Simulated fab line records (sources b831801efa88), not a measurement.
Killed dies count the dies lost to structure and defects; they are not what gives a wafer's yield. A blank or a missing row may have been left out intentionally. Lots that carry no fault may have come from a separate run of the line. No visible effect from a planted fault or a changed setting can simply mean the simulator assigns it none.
Matching of chambers / flow gf180mcu / GF_V2_CMP_04 on cmp-02 has 4 sister chambers
The step polishes SiO2. 8 wafers are shown with their chamber, then 9 later ones without.

## EACH WAFER AND ITS CHAMBER
wafer=L158.2; chamber=3; motor-current-A (A)=10.7; time-to-endpoint-s (s)=86
wafer=L161.3; chamber=3; motor-current-A (A)=10.2; time-to-endpoint-s (s)=85
wafer=L167.2; chamber=1; motor-current-A (A)=13.6; time-to-endpoint-s (s)=75
wafer=L167.3; chamber=2; motor-current-A (A)=9.7; time-to-endpoint-s (s)=86
wafer=L167.4; chamber=0; motor-current-A (A)=13.1; time-to-endpoint-s (s)=91
wafer=L168.3; chamber=2; motor-current-A (A)=9.6; time-to-endpoint-s (s)=82
wafer=L168.5; chamber=0; motor-current-A (A)=13.2; time-to-endpoint-s (s)=84
wafer=L168.6; chamber=1; motor-current-A (A)=12.7; time-to-endpoint-s (s)=86

## WAFERS MISSING THEIR CHAMBER
wafer=L178.3; motor-current-A (A)=10.2; time-to-endpoint-s (s)=76
wafer=L178.4; motor-current-A (A)=12.9; time-to-endpoint-s (s)=79
wafer=L178.6; motor-current-A (A)=13.3; time-to-endpoint-s (s)=80
wafer=L179.1; motor-current-A (A)=13.7; time-to-endpoint-s (s)=64
wafer=L179.2; motor-current-A (A)=9.8; time-to-endpoint-s (s)=69
wafer=L179.3; motor-current-A (A)=13.6; time-to-endpoint-s (s)=72
wafer=L181.2; motor-current-A (A)=13.0; time-to-endpoint-s (s)=68
wafer=L181.4; motor-current-A (A)=10.2; time-to-endpoint-s (s)=84
wafer=L181.6; motor-current-A (A)=10.0; time-to-endpoint-s (s)=84

## WHICH CHAMBER EACH ONE RAN IN
wafer=L178.3; from the rows above=can't be placed: 3 or 2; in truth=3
wafer=L178.4; from the rows above=can't be placed: 1 or 0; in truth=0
wafer=L178.6; from the rows above=can't be placed: 1 or 0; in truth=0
wafer=L179.1; from the rows above=can't be placed: 1 or 0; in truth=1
wafer=L179.2; from the rows above=can't be placed: 2 or 3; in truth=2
wafer=L179.3; from the rows above=can't be placed: 1 or 0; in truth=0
wafer=L181.2; from the rows above=can't be placed: 1 or 0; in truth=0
wafer=L181.4; from the rows above=can't be placed: 3 or 2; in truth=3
wafer=L181.6; from the rows above=can't be placed: 2 or 3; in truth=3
Placed correctly: 0 of 9. Can't be placed from these rows: 9 (the true chamber is among the candidates in 9). 0 placed wrongly.
How it was worked out, from the rows above alone: a wafer's distance from a chamber is the root of the sum, over the readings, of the square of ((its reading less the chamber's mean) divided by the reading's scatter). The wafer belongs to the nearest chamber; if the next one is less than 2 further off, it can't be placed. For every chamber, the mean is computed from those of its wafers that are shown. The scatter is the square root of a quotient: the sum, over the shown wafers, of each reading's squared deviation from its chamber's mean, divided by wafers minus chambers.
